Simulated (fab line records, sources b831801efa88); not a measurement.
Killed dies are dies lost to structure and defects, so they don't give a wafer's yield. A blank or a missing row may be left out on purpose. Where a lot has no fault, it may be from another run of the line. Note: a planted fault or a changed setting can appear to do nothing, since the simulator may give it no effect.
Which tool did it? | flow sky130 | Sampling: 6 lots, 18 wafers, 3 of 708 route steps

## WHAT EACH GAUGE READ, for each wafer
SKY_VIA2_THK_MEAS_01.
lot  | measured     | on            | VIA2_HDPCVD_THK (nm)
L729 | day 35 12:11 | film metro-02 | 1190 1188 1193
L734 | day 38 01:41 | film metro-03 | 1208 1197 1195
L736 | day 38 10:08 | film metro-03 | 1191 1183 1196
L742 | day 39 20:53 | film metro-04 | 1188 1193 1205
L747 | day 41 03:10 | film metro-04 | 1779 1785 1777
L751 | day 42 05:17 | film metro-04 | 1766 1752 1759

## TOOL THAT RAN EACH LOT (tool first, then ch and the chambers of the sampled wafers, then the start)
lot  | SKY_FIELD_ISO_ETCH_14             | SKY_VIA2_HDPCVD_00
L729 | rie diel-02 ch 0,1,2, day 2 10:59 | hdpcvd-01 ch 0,1,2, day 35 12:03
L734 | rie diel-01 ch 0,1,2, day 3 13:44 | hdpcvd-01 ch 0,1,2, day 38 01:33
L736 | rie diel-01 ch 0,1,2, day 3 23:53 | hdpcvd-01 ch 0,1, day 38 10:00
L742 | rie diel-04 ch 2,3, day 5 08:47   | hdpcvd-01 ch 0,2, day 39 20:46
L747 | rie diel-02 ch 0,2,3, day 6 13:44 | hdpcvd-01 ch 1,2, day 41 03:02
L751 | rie diel-04 ch 0,1,3, day 7 05:26 | hdpcvd-01 ch 1,2, day 42 05:10
- SKY_FIELD_ISO_ETCH_14: etches BARC in N2/H2, stops on SiO2, time 45.9 s, target depth 60 nm.
- SKY_VIA2_HDPCVD_00: deposits SiO2, target thk 1180 nm, time 196.7 s.

## THE ANSWER, worked out from the rows above alone
Rule: usual is defined by the lots themselves. The widest of any qualifying gaps counts: lots, ordered by their means at a reading, are off when they make up no more than a third of the lots, leave a main group of 4 or more, and stand apart from it by 3 or more times the standard deviation of that group's means. A main group is skipped when, at the precision printed for the reading in the tables above, its means are all equal. Also off: a lot with no number at a reading for which 4 or more lots have one. Any other lot the step has rows for is counted as sound.
Off: L747, L751, seen at SKY_VIA2_THK_MEAS_01 (VIA2_HDPCVD_THK). Main group: mean 1194 nm, sd 4.1.
If a tool, at a process step before that reading, ran all the lots that are off and no sound lot after the first of them, it fits. The gauges at SKY_VIA2_THK_MEAS_01 are tried like those tools. This does not decide it: 2 tools fit, namely hdpcvd-01 at SKY_VIA2_HDPCVD_00 and film metro-04 at SKY_VIA2_THK_MEAS_01.

## WHAT THE SIMULATOR HAD INSERTED
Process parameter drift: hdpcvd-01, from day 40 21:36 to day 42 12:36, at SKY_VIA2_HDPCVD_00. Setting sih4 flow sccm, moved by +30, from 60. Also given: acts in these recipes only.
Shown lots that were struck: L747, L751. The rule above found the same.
